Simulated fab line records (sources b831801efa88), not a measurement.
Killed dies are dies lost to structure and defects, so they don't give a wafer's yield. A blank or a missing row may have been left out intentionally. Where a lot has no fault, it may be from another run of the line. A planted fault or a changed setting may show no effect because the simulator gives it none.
fab line records | flow sky130
record: lots: 13 | wafers: 39 | last-day: 51
route steps=708 shown FIELD_ISO@15 NWELL@76 POLY_GATE@232 LI_CONTACT@365 PAD_OPEN@708
lots with no fault: from the same line, run without faults
start-h: start of the lot's first displayed wafer, in hours after the record's first day | wait-h: time in hours since the lot's previous step | " unchanged from the row above | L1.1+2: several wafers, shown together as one row | - either no value or no given start | * or withheld: withheld | < > ~ a bound
route shown NAME@n: NAME is a module with steps in the file, n the number in the route of the first one | usual: mean/standard deviation of fault-free wafers | same: alike in all rows | chamber/n: place in a boat | sites: each site's reading | _std_site: how widely they spread, as a standard deviation | _edge_site: inner sites' mean taken away from outer sites' mean | radius-mm: how far each site lies from the wafer's centre | mask NAME#n: copy n | behind: the most recent tool/chamber to have shaped the wafer | hold: why the lot was held/for how many hours/how that ended | device: names the non-switching transistor (n, p or np) | end of line: the tests these same wafers got at the end of their route | a step without rows: its recipe alone | killed: not the wafer's yield, but the dies lost to structure and defects at the first sort | map: the dies of a wafer, with x for killed, . for not killed, _ for no die there
set.NAME: the setting as run; set.NAME@STEP: as run at that earlier step | model.NAME: the simulator's own value behind a step, which no gauge read
a sample of lots followed through the steps of the route, with each step as a table and each wafer as a row
services: the hour from which a tool's chamber was out of use, counted from the record's first day as start-h (under 0 if before that day), plus the number of hours and why
== steps ==
step: SKY_FIELD_ISO_ETCH_14
recipe: chemistry: N2/H2 | target: BARC | ion-energy-ev: 200 | source-w: 500 | bias-w: 100 | pressure-mtorr: 30 | n2-flow-sccm: 100 | h2-flow-sccm: 200 | stop-on: SiO2 | time-s: 45.9 | target-depth-a: 600
usual: drypump-motor-current-A: 5.6/0.41 | oes-product-au: 0.855/0.0048 | throttle-valve-pct: 13.225/0.0092
lot.wafer | tool        | chamber | start-h | wait-h | drypump-motor-current-A | oes-product-au | rf-hours-counter-h | throttle-valve-pct
L402.1    | rie-diel-04 | 3       | 35.04   | 0.1    | 6.3                     | 0.860          | 119                | 13.230
L402.4    | "           | 2       | "       | "      | 5.8                     | 0.861          | 43                 | 13.225
L402.5    | "           | 1       | "       | "      | 5.3                     | 0.854          | -                  | 13.237
L403.1    | rie-diel-03 | 0       | 43.14   | 0.1    | 5.7                     | 0.858          | 6                  | 13.222
L403.4    | "           | 2       | "       | "      | 6.4                     | 0.852          | 7                  | 13.227
L403.6    | "           | 3       | "       | "      | 5.8                     | 0.858          | -                  | 13.227
L405.1    | rie-diel-02 | 2       | 50.39   | 0.1    | 4.9                     | 0.858          | 140                | 13.229
L405.2    | "           | 1       | "       | "      | 5.5                     | 0.863          | 113                | 13.223
L405.3    | "           | 0       | "       | "      | 5.3                     | 0.852          | 58                 | 13.238
L406.1    | rie-diel-02 | 0       | 58.99   | 0.1    | 5.3                     | 0.855          | 58                 | 13.239
L406.2    | "           | 1       | "       | "      | 5.5                     | 0.854          | 113                | 13.224
L406.6    | "           | 1       | "       | "      | 5.5                     | 0.857          | -                  | 13.224
L407.2    | rie-diel-02 | 0       | 60.61   | 0.1    | 5.3                     | 0.857          | 58                 | 13.229
L407.5    | "           | 1       | "       | "      | 5.5                     | 0.857          | -                  | 13.224
L407.6    | "           | 0       | "       | "      | 5.3                     | 0.855          | -                  | 13.227
L409.1    | rie-diel-04 | 2       | 70.55   | 0.1    | 5.7                     | 0.847          | 43                 | 13.233
L409.3    | "           | 0       | "       | "      | 5.7                     | 0.860          | 30                 | 13.238
L409.4    | "           | 1       | "       | "      | 5.2                     | 0.851          | 107                | 13.221
L411.2    | rie-diel-03 | 3       | 81.51   | 0.1    | 5.8                     | 0.846          | 62                 | 13.221
L411.3    | "           | 2       | "       | "      | 6.4                     | 0.862          | 8                  | 13.236
L411.6    | "           | 1       | "       | "      | 5.5                     | 0.851          | -                  | 13.224
L412.1    | rie-diel-03 | 1       | 86.86   | 0.1    | 5.5                     | 0.849          | 119                | 13.217
L412.5    | "           | 2       | "       | "      | 6.4                     | 0.848          | -                  | 13.231
L412.6    | "           | 1       | "       | "      | 5.5                     | 0.846          | -                  | 13.232
L413.2    | rie-diel-03 | 1       | 94.41   | 0.1    | 5.5                     | 0.853          | 119                | 13.245
L413.3    | "           | 0       | "       | "      | 5.7                     | 0.851          | 6                  | 13.232
L413.4    | "           | 2       | "       | "      | 6.4                     | 0.856          | 8                  | 13.226
L417.2    | rie-diel-02 | 0       | 113.54  | 0.1    | 5.3                     | 0.854          | 59                 | 13.203
L417.3    | "           | 3       | "       | "      | 5.8                     | 0.860          | 7                  | 13.222
L417.6    | "           | 1       | "       | "      | 5.5                     | 0.848          | -                  | 13.220
L422.1    | rie-diel-02 | 1       | 143.75  | 0.1    | 5.5                     | 0.854          | 115                | 13.233
L422.2    | "           | 3       | "       | "      | 5.8                     | 0.853          | 8                  | 13.228
L422.5    | "           | 0       | "       | "      | 5.3                     | 0.859          | -                  | 13.224
L423.4    | rie-diel-04 | 0       | 148.76  | 0.0    | 5.7                     | 0.857          | 31                 | 13.237
L423.5    | "           | 0       | "       | "      | 5.7                     | 0.855          | -                  | 13.229
L423.6    | "           | 1       | "       | "      | 5.2                     | 0.854          | -                  | 13.229
L424.1    | rie-diel-04 | 3       | 151.94  | 0.1    | 6.3                     | 0.856          | 121                | 13.234
L424.4    | "           | 1       | "       | "      | 5.3                     | 0.858          | 109                | 13.216
L424.6    | "           | 3       | "       | "      | 6.3                     | 0.857          | -                  | 13.237
step: SKY_NWELL_OVL_MEAS_23
usual: NWELL_01_OVL: -1.4/1.4
lot.wafer | tool       | chamber | start-h | wait-h | NWELL_01_OVL[nm]
L402.1    | overlay-01 | -       | 121.10  | -      | -0.8
L402.4    | "          | -       | "       | "      | -2.0
L402.5    | "          | -       | "       | "      | -1.9
L403.1    | overlay-01 | -       | 122.33  | -      | -2.2
L403.4    | "          | -       | "       | "      | -0.4
L403.6    | "          | -       | "       | "      | -1.2
L405.1    | overlay-02 | -       | 128.74  | -      | 1.0
L405.2    | "          | -       | "       | "      | -0.6
L405.3    | "          | -       | "       | "      | -2.1
L406.1    | overlay-01 | -       | 143.98  | -      | -0.8
L406.2    | "          | -       | "       | "      | 0.8
L406.6    | "          | -       | "       | "      | -2.2
L407.2    | overlay-02 | -       | 144.68  | -      | -0.1
L407.5    | "          | -       | "       | "      | -1.0
L407.6    | "          | -       | "       | "      | -1.9
L409.1    | overlay-02 | -       | 155.84  | -      | 0.8
L409.3    | "          | -       | "       | "      | 0.7
L409.4    | "          | -       | "       | "      | -1.2
L411.2    | overlay-01 | -       | 166.70  | -      | 0.5
L411.3    | "          | -       | "       | "      | 0.1
L411.6    | "          | -       | "       | "      | -0.1
L412.1    | overlay-01 | -       | 172.58  | -      | 0.1
L412.5    | "          | -       | "       | "      | -1.9
L412.6    | "          | -       | "       | "      | -1.9
L413.2    | overlay-02 | -       | 179.70  | -      | -1.5
L413.3    | "          | -       | "       | "      | -1.6
L413.4    | "          | -       | "       | "      | -2.1
L417.2    | overlay-01 | -       | 211.55  | -      | -1.4
L417.3    | "          | -       | "       | "      | 0.6
L417.6    | "          | -       | "       | "      | -2.2
L422.1    | overlay-02 | -       | 238.35  | -      | -5.4
L422.2    | "          | -       | "       | "      | -3.6
L422.5    | "          | -       | "       | "      | -2.4
L423.4    | overlay-02 | -       | 247.84  | -      | -1.3
L423.5    | "          | -       | "       | "      | -2.6
L423.6    | "          | -       | "       | "      | -0.6
L424.1    | overlay-01 | -       | 255.93  | -      | -1.3
L424.4    | "          | -       | "       | "      | -2.6
L424.6    | "          | -       | "       | "      | -2.3
step: SKY_POLY_GATE_STRIP_18
recipe: chemistry: O2/N2 | power-w: 1400 | pressure-mtorr: 1500 | platen-temp-c: withheld | o2-flow-sccm: 3000 | n2-flow-sccm: 300 | overash-fraction: 0.5
usual: drypump-motor-current-A: 5.9/0.49 | oes-product-au: 0.360/0.0047 | strip-time-to-endpoint-s: 3.15/0.032
lot.wafer | tool            | chamber | start-h | wait-h | drypump-motor-current-A | oes-product-au | rf-hours-counter-h | strip-time-to-endpoint-s
L402.1    | plasma-asher-02 | 0       | 402.08  | 0.1    | 5.4                     | 0.367          | 70                 | 3.15
L402.4    | "               | 1       | "       | "      | 5.4                     | 0.355          | -                  | 3.13
L402.5    | "               | 1       | "       | "      | 5.4                     | 0.362          | -                  | 3.16
L403.1    | plasma-asher-04 | 0       | 406.35  | 0.1    | 5.5                     | 0.361          | 72                 | 3.17
L403.4    | "               | 1       | "       | "      | 5.6                     | 0.361          | -                  | 3.13
L403.6    | "               | 1       | "       | "      | 5.6                     | 0.361          | -                  | 3.17
L405.1    | plasma-asher-01 | 0       | 412.41  | 0.0    | 6.4                     | 0.355          | 30                 | 3.19
L405.2    | "               | 1       | "       | "      | 6.5                     | 0.362          | 30                 | 3.20
L405.3    | "               | 0       | "       | "      | 6.4                     | 0.359          | -                  | 3.21
L406.1    | plasma-asher-01 | 1       | 436.47  | 0.0    | 6.5                     | 0.359          | 33                 | 3.18
L406.2    | "               | 0       | "       | "      | 6.4                     | 0.368          | 33                 | 3.16
L406.6    | "               | 0       | "       | "      | 6.5                     | 0.351          | -                  | 3.16
L407.2    | plasma-asher-02 | 1       | 439.09  | 0.0    | 5.4                     | 0.360          | 0                  | 3.17
L407.5    | "               | 0       | "       | "      | 5.5                     | 0.365          | -                  | 3.17
L407.6    | "               | 1       | "       | "      | 5.4                     | 0.352          | -                  | 3.17
L409.1    | plasma-asher-01 | 1       | 454.49  | 0.0    | 6.5                     | 0.369          | 35                 | 3.20
L409.3    | "               | 0       | "       | "      | 6.4                     | 0.361          | -                  | 3.16
L409.4    | "               | 1       | "       | "      | 6.5                     | 0.360          | -                  | 3.14
L411.2    | plasma-asher-02 | 0       | 469.67  | 0.0    | 5.5                     | 0.359          | 3                  | 3.18
L411.3    | "               | 1       | "       | "      | 5.4                     | 0.362          | -                  | 3.15
L411.6    | "               | 1       | "       | "      | 5.4                     | 0.360          | -                  | 3.16
L412.1    | plasma-asher-02 | 0       | 474.47  | 0.0    | 5.5                     | 0.362          | 3                  | 3.05
L412.5    | "               | 1       | "       | "      | 5.4                     | 0.361          | -                  | 3.03
L412.6    | "               | 0       | "       | "      | 5.5                     | 0.368          | -                  | 3.09
L413.2    | plasma-asher-02 | 0       | 484.46  | 0.0    | 5.5                     | 0.353          | 4                  | 3.05
L413.3    | "               | 1       | "       | "      | 5.4                     | 0.357          | -                  | 3.05
L413.4    | "               | 0       | "       | "      | 5.4                     | 0.371          | -                  | 3.06
L417.2    | plasma-asher-04 | 1       | 532.36  | 0.0    | 5.6                     | 0.358          | 85                 | 3.19
L417.3    | "               | 1       | "       | "      | 5.6                     | 0.367          | -                  | 3.11
L417.6    | "               | 1       | "       | "      | 5.6                     | 0.364          | -                  | 3.17
L422.1    | plasma-asher-01 | 0       | 569.76  | 0.0    | 6.4                     | 0.359          | 46                 | 3.12
L422.2    | "               | 1       | "       | "      | 6.5                     | 0.360          | 46                 | 3.16
L422.5    | "               | 1       | "       | "      | 6.5                     | 0.359          | -                  | 3.17
L423.4    | plasma-asher-01 | 0       | 577.15  | 0.1    | 6.4                     | 0.357          | -                  | 3.16
L423.5    | "               | 1       | "       | "      | 6.5                     | 0.365          | -                  | 3.18
L423.6    | "               | 0       | "       | "      | 6.4                     | 0.368          | -                  | 3.10
L424.1    | plasma-asher-02 | 0       | 586.72  | 0.0    | 5.5                     | 0.357          | 14                 | 3.17
L424.4    | "               | 0       | "       | "      | 5.5                     | 0.361          | -                  | 3.22
L424.6    | "               | 0       | "       | "      | 5.4                     | 0.355          | -                  | 3.17
step: SKY_LI_CONTACT_BOW_MEAS_03
recipe: mode: bow
usual: LI_CONTACT_BOW: 58/6.6
lot.wafer | tool          | chamber | start-h | wait-h | LI_CONTACT_BOW[um]
L402.1    | film-metro-03 | -       | 679.05  | 0.2    | 67
L402.4    | "             | -       | "       | "      | 58
L402.5    | "             | -       | "       | "      | 59
L403.1    | film-metro-02 | -       | 683.03  | 0.1    | 59
L403.4    | "             | -       | "       | "      | 51
L403.6    | "             | -       | "       | "      | 68
L405.1    | film-metro-03 | -       | 692.65  | 0.2    | 58
L405.2    | "             | -       | "       | "      | 46
L405.3    | "             | -       | "       | "      | 61
L406.1    | film-metro-04 | -       | 712.72  | 0.1    | 62
L406.2    | "             | -       | "       | "      | 51
L406.6    | "             | -       | "       | "      | 53
L407.2    | film-metro-03 | -       | 715.34  | 0.3    | 67
L407.5    | "             | -       | "       | "      | 63
L407.6    | "             | -       | "       | "      | 63
L409.1    | film-metro-03 | -       | 728.06  | 0.2    | 59
L409.3    | "             | -       | "       | "      | 53
L409.4    | "             | -       | "       | "      | 55
L411.2    | film-metro-04 | -       | 743.14  | 0.2    | 55
L411.3    | "             | -       | "       | "      | 58
L411.6    | "             | -       | "       | "      | 51
L412.1    | film-metro-03 | -       | 744.94  | 0.1    | 64
L412.5    | "             | -       | "       | "      | 69
L412.6    | "             | -       | "       | "      | 57
L413.2    | film-metro-03 | -       | 756.37  | 0.1    | 64
L413.3    | "             | -       | "       | "      | 53
L413.4    | "             | -       | "       | "      | 48
L417.2    | film-metro-02 | -       | 806.47  | 0.2    | 63
L417.3    | "             | -       | "       | "      | 63
L417.6    | "             | -       | "       | "      | 55
L422.1    | film-metro-03 | -       | 832.24  | 0.2    | 48
L422.2    | "             | -       | "       | "      | 56
L422.5    | "             | -       | "       | "      | 66
L423.4    | film-metro-02 | -       | 838.25  | 0.2    | 56
L423.5    | "             | -       | "       | "      | 67
L423.6    | "             | -       | "       | "      | 67
L424.1    | film-metro-02 | -       | 846.53  | 0.2    | 70
L424.4    | "             | -       | "       | "      | 67
L424.6    | "             | -       | "       | "      | 54
step: SKY_PAD_OPEN_PROBE_99
usual: killed_at_M0_to_M3: 43/6.6 | killed_at_M4_up: 3.1/1.9 | killed-at-contacts: 24/5.2 | killed-at-front-end: 16/4.5 | killed-at-other: 0.4/0.62 | killed-dies: 87/9 | killed-open: 48/7 | killed-short: 39/6.2
same: gross-dies: 492 | killed-at-back-side: 0
lot.wafer | tool      | chamber | start-h | wait-h | killed_at_M0_to_M3 | killed_at_M4_up | killed-at-contacts | killed-at-front-end | killed-at-other | killed-dies | killed-open | killed-short
L402.1    | prober-01 | -       | 1104.79 | 0.1    | 50                 | 7               | 16                 | 20                  | 1               | 94          | 50          | 44
L402.4    | prober-01 | -       | 1104.94 | 0.2    | 42                 | 3               | 18                 | 14                  | 0               | 77          | 49          | 28
L402.5    | prober-01 | -       | 1104.99 | 0.2    | 53                 | 1               | 19                 | 10                  | 1               | 84          | 62          | 21
L403.1    | prober-02 | -       | 1108.02 | 0.1    | 42                 | 6               | 31                 | 16                  | 0               | 95          | 55          | 40
L403.4    | prober-02 | -       | 1108.17 | 0.2    | 41                 | 0               | 22                 | 11                  | 0               | 74          | 39          | 35
L403.6    | prober-02 | -       | 1108.27 | 0.2    | 46                 | 3               | 14                 | 13                  | 1               | 77          | 46          | 31
L409.1    | prober-01 | -       | 1143.16 | 0.1    | 31                 | 4               | 28                 | 15                  | 1               | 79          | 41          | 37
L409.3    | prober-01 | -       | 1143.26 | 0.2    | 43                 | 5               | 21                 | 13                  | 1               | 83          | 45          | 38
L409.4    | prober-01 | -       | 1143.31 | 0.2    | 38                 | 2               | 25                 | 24                  | 0               | 89          | 55          | 34
L411.2    | prober-01 | -       | 1150.70 | 0.1    | 33                 | 4               | 23                 | 17                  | 0               | 77          | 38          | 39
L411.3    | prober-01 | -       | 1150.75 | 0.2    | 36                 | 4               | 24                 | 13                  | 0               | 77          | 45          | 32
L411.6    | prober-01 | -       | 1150.90 | 0.2    | 44                 | 9               | 32                 | 9                   | 0               | 94          | 51          | 43
L413.2    | prober-01 | -       | 1162.27 | 0.1    | 40                 | 4               | 23                 | 15                  | 0               | 82          | 30          | 52
L413.3    | prober-01 | -       | 1162.32 | 0.2    | 44                 | 4               | 13                 | 23                  | 1               | 85          | 46          | 39
L413.4    | prober-01 | -       | 1162.37 | 0.2    | 41                 | 2               | 26                 | 17                  | 0               | 86          | 45          | 41
L417.2    | prober-01 | -       | 1196.61 | 0.1    | 46                 | 1               | 16                 | 19                  | 1               | 83          | 45          | 38
L417.3    | prober-01 | -       | 1196.66 | 0.2    | 38                 | 3               | 31                 | 15                  | 0               | 87          | 48          | 39
L417.6    | prober-01 | -       | 1196.81 | 0.2    | 40                 | 2               | 24                 | 21                  | 1               | 88          | 54          | 34
killed by level:class
L402.1 VIA1:geometric-particle:open=11 VIA1:geometric-particle:short=8 CONTACT:geometric-particle:open=7 VIA3:geometric-particle:open=7 LI_CONTACT:geometric-particle:open=5 METAL2:geometric-particle:short=5 METAL4:geometric-particle:short=5 POLY_GATE:geometric-particle:open=4
L402.4 CONTACT:geometric-particle:open=12 VIA1:geometric-particle:open=10 VIA2:geometric-particle:open=8 VIA3:geometric-particle:open=7 FIELD_ISO:geometric-particle:short=5 VIA1:geometric-particle:short=4 METAL2:geometric-particle:short=4 POLY_CUT:geometric-particle:open=3
L402.5 VIA1:geometric-particle:open=18 VIA3:geometric-particle:open=11 CONTACT:geometric-particle:open=9 VIA2:geometric-particle:open=8 METAL2:geometric-particle:short=7 LI_CONTACT:geometric-particle:open=6 FIELD_ISO:geometric-particle:open=5 VIA1:geometric-particle:short=3
L403.1 CONTACT:geometric-particle:open=12 VIA3:geometric-particle:open=12 VIA1:geometric-particle:open=8 LI_CONTACT:geometric-particle:open=7 CONTACT:geometric-particle:short=6 POLY_GATE:geometric-particle:open=6 METAL2:geometric-particle:short=6 METAL4:geometric-particle:short=6
L403.4 VIA2:geometric-particle:open=9 VIA1:geometric-particle:short=8 VIA3:geometric-particle:open=6 CONTACT:geometric-particle:open=6 CONTACT:geometric-particle:short=6 VIA1:geometric-particle:open=6 LI_CONTACT:geometric-particle:open=5 LOCAL_INTERCONNECT:geometric-particle:short=4
L403.6 VIA1:geometric-particle:open=12 VIA2:geometric-particle:open=9 METAL1:geometric-particle:short=7 CONTACT:geometric-particle:open=6 VIA3:geometric-particle:short=5 VIA3:geometric-particle:open=4 VIA1:geometric-particle:short=4 FIELD_ISO:geometric-particle:open=3
L409.1 LI_CONTACT:geometric-particle:open=12 LOCAL_INTERCONNECT:geometric-particle:short=9 VIA1:geometric-particle:open=8 VIA2:geometric-particle:open=5 FIELD_ISO:geometric-particle:short=5 CONTACT:geometric-particle:open=4 VIA1:geometric-particle:short=4 FIELD_ISO:geometric-particle:open=3
L409.3 CONTACT:geometric-particle:open=11 VIA1:geometric-particle:open=8 VIA1:geometric-particle:short=6 METAL2:geometric-particle:short=6 VIA3:geometric-particle:open=6 VIA2:geometric-particle:short=5 POLY_GATE:geometric-particle:open=4 VIA2:geometric-particle:open=4
L409.4 CONTACT:geometric-particle:open=11 VIA1:geometric-particle:open=10 VIA3:geometric-particle:open=7 POLY_GATE:geometric-particle:short=6 CONTACT:geometric-particle:short=6 FIELD_ISO:geometric-particle:open=5 POLY_GATE:geometric-particle:open=5 LI_CONTACT:geometric-particle:open=5
L411.2 VIA1:geometric-particle:open=9 POLY_GATE:geometric-particle:short=8 CONTACT:geometric-particle:open=8 LI_CONTACT:geometric-particle:open=6 METAL2:geometric-particle:short=6 METAL1:geometric-particle:short=4 VIA1:geometric-particle:short=4 VIA2:geometric-particle:open=4
L411.3 VIA1:geometric-particle:open=11 CONTACT:geometric-particle:open=8 LI_CONTACT:geometric-particle:open=7 LOCAL_INTERCONNECT:geometric-particle:short=5 METAL2:geometric-particle:short=5 VIA2:geometric-particle:open=5 POLY_GATE:geometric-particle:open=4 CONTACT:geometric-particle:short=4
L411.6 CONTACT:geometric-particle:open=9 VIA1:geometric-particle:open=9 VIA2:geometric-particle:open=9 LOCAL_INTERCONNECT:geometric-particle:short=8 VIA1:geometric-particle:short=8 METAL4:geometric-particle:short=8 LI_CONTACT:geometric-particle:open=7 FIELD_ISO:geometric-particle:open=5
L413.2 METAL2:geometric-particle:short=10 CONTACT:geometric-particle:short=9 VIA1:geometric-particle:open=9 CONTACT:geometric-particle:open=6 METAL1:geometric-particle:short=5 METAL3:geometric-particle:short=5 FIELD_ISO:geometric-particle:short=4 FIELD_ISO:geometric-particle:open=3
L413.3 VIA1:geometric-particle:short=8 METAL2:geometric-particle:short=8 VIA1:geometric-particle:open=8 POLY_GATE:geometric-particle:open=5 LI_CONTACT:geometric-particle:open=5 FIELD_ISO:geometric-particle:open=4 SPACER:geometric-particle:open=4 METAL1:geometric-particle:short=4
L413.4 CONTACT:geometric-particle:open=9 VIA2:geometric-particle:open=9 VIA1:geometric-particle:open=8 CONTACT:geometric-particle:short=6 METAL1:geometric-particle:short=6 FIELD_ISO:geometric-particle:short=4 POLY_GATE:geometric-particle:open=4 SPACER:geometric-particle:open=4
L417.2 VIA1:geometric-particle:open=12 VIA3:geometric-particle:open=7 CONTACT:geometric-particle:open=6 FIELD_ISO:geometric-particle:open=5 FIELD_ISO:geometric-particle:short=5 METAL1:geometric-particle:short=5 VIA1:geometric-particle:short=5 VIA2:geometric-particle:open=5
L417.3 CONTACT:geometric-particle:open=14 VIA1:geometric-particle:open=11 METAL2:geometric-particle:short=10 LOCAL_INTERCONNECT:geometric-particle:short=6 LI_CONTACT:geometric-particle:open=5 VIA3:geometric-particle:open=5 VIA3:geometric-particle:short=4 CONTACT:geometric-particle:short=4
L417.6 LI_CONTACT:geometric-particle:open=11 CONTACT:geometric-particle:open=8 METAL1:geometric-particle:short=7 VIA3:geometric-particle:open=7 FIELD_ISO:geometric-particle:short=5 VIA2:geometric-particle:open=5 METAL2:geometric-particle:short=5 FIELD_ISO:geometric-particle:open=4
== services ==
tool            | chamber | start-h | hours | kind
rie-diel-03     | 1       | 22.51   | 5.6   | repair
plasma-asher-01 | -       | 33.67   | 2.0   | repair
rie-diel-03     | 3       | 106.17  | 3.9   | repair
plasma-asher-01 | -       | 108.75  | 9.0   | pm
rie-diel-03     | 1       | 148.06  | 3.9   | repair
rie-diel-03     | 0       | 161.30  | 3.1   | repair
rie-diel-04     | 0       | 162.49  | 5.1   | repair
rie-diel-03     | 1       | 177.62  | 15.4  | repair
rie-diel-04     | 2       | 186.03  | 6.2   | repair
rie-diel-04     | -       | 188.83  | 11.6  | repair
rie-diel-04     | 2       | 192.35  | 11.9  | repair
rie-diel-03     | 1       | 262.00  | 9.0   | repair
rie-diel-03     | -       | 273.76  | 0.5   | repair
rie-diel-02     | 0       | 283.26  | 6.1   | repair
rie-diel-04     | -       | 284.90  | 2.8   | pm
rie-diel-02     | -       | 331.49  | 0.3   | repair
rie-diel-02     | 2       | 405.40  | 9.6   | repair
plasma-asher-02 | -       | 421.25  | 9.0   | pm
plasma-asher-02 | -       | 430.25  | 2.8   | pm
plasma-asher-02 | -       | 433.00  | 4.3   | pm
rie-diel-02     | 0       | 466.82  | 7.2   | repair
plasma-asher-01 | -       | 499.69  | 2.2   | repair
rie-diel-02     | 0       | 553.73  | 8.5   | repair
plasma-asher-01 | -       | 568.57  | 0.5   | repair
== key ==
first-sign: step: SKY_POLY_GATE_STRIP_18 | reading: strip-time-to-endpoint-s | direction: down | sigmas: 3.2 | usual: * | struck: *
effect none on later readings
met-at SKY_POLY_GATE_STRIP_18
struck-lots L412,L413
tester-left-out L412,L413
not-acting-at SKY_FIELD_ISO_ETCH_14,SKY_NWELL_OVL_MEAS_23,SKY_LI_CONTACT_BOW_MEAS_03
onset-between 469.67 474.47
fault: kind: process-parameter-drift | tool: plasma-asher-02 | chamber: - | onset-h: 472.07 | steps: SKY_POLY_GATE_STRIP_18 | channel: power-w | offset: * | shape: step | end-h: 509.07 | acts-in: * | stated: *
tester-left-out: of these lots the tester's yield and bins aren't shown, on N5 and GAA mostly nor the transistor test; their killed dies are dies lost to structure and defects alone, not to doping, threshold or leakage, so they don't give the yield
